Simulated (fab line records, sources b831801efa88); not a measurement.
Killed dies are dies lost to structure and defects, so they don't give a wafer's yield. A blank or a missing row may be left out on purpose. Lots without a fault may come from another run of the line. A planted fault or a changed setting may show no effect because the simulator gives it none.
Chamber matching | flow sky130 | SKY_LI_CONTACT_CMP_24 on cmp-01: 4 sister chambers
The step polishes, stops on PSG, t overpolish 20 s, target thk 0 nm. 15 wafers are shown with their chamber, then 7 later ones without.

WAFERS WITH THEIR CHAMBER
wafer  | chamber | motor_current_A (A) | time_to_endpoint_s (s)
L417.3 | 1       | 11.0                | 99
L417.4 | 3       | 12.0                | 97
L417.5 | 0       | 10.2                | 105
L422.1 | 0       | 10.3                | 101
L422.2 | 3       | 12.3                | 87
L422.5 | 1       | 11.5                | 94
L424.3 | 3       | 12.2                | 94
L424.5 | 0       | 9.6                 | 100
L424.6 | 3       | 12.8                | 90
L430.3 | 0       | 9.9                 | 103
L430.6 | 2       | 11.2                | 94
L431.4 | 1       | 10.8                | 101
L431.6 | 2       | 10.3                | 96
L435.2 | 3       | 11.8                | 97
L435.3 | 2       | 10.1                | 93

SIGNATURES (means of the wafers above)
reading            | chamber 0 | chamber 1 | chamber 2 | chamber 3 | scatter within a chamber
motor_current_A    | 10.000    | 11.100    | 10.533    | 12.220    | 0.406
time_to_endpoint_s | 102.25    | 98.00     | 94.33     | 93.00     | 3.35
Rule: a wafer's distance from a chamber is the root of the sum, over the readings, of the square of ((its reading less the chamber's mean) divided by the reading's scatter). The wafer belongs to the nearest chamber; if the next one is less than 2 further off, it can't be placed. The scatter: the root of (the sum of the squares of (reading less its chamber's mean) over the shown wafers, divided by (wafers less chambers)).

WAFERS WITHOUT THEIR CHAMBER
wafer  | motor_current_A (A) | time_to_endpoint_s (s)
L435.5 | 11.7                | 94
L438.3 | 11.2                | 98
L438.4 | 11.3                | 97
L438.5 | 10.2                | 102
L439.2 | 10.9                | 90
L439.3 | 9.9                 | 103
L439.4 | 11.9                | 97

WHICH CHAMBER EACH WENT THROUGH
wafer  | from the rows above          | in truth
L435.5 | can't be placed: 3 or 1 or 2 | 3
L438.3 | can't be placed: 1 or 2      | 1
L438.4 | can't be placed: 1 or 2 or 3 | 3
L438.5 | can't be placed: 0 or 2      | 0
L439.2 | can't be placed: 2 or 1 or 3 | 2
L439.3 | 0                            | 0
L439.4 | can't be placed: 3 or 1      | 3
Placed correctly: 1 of 7. Can't be placed from these rows: 6 (the true chamber is among the candidates in 6). Placed wrongly: 0.
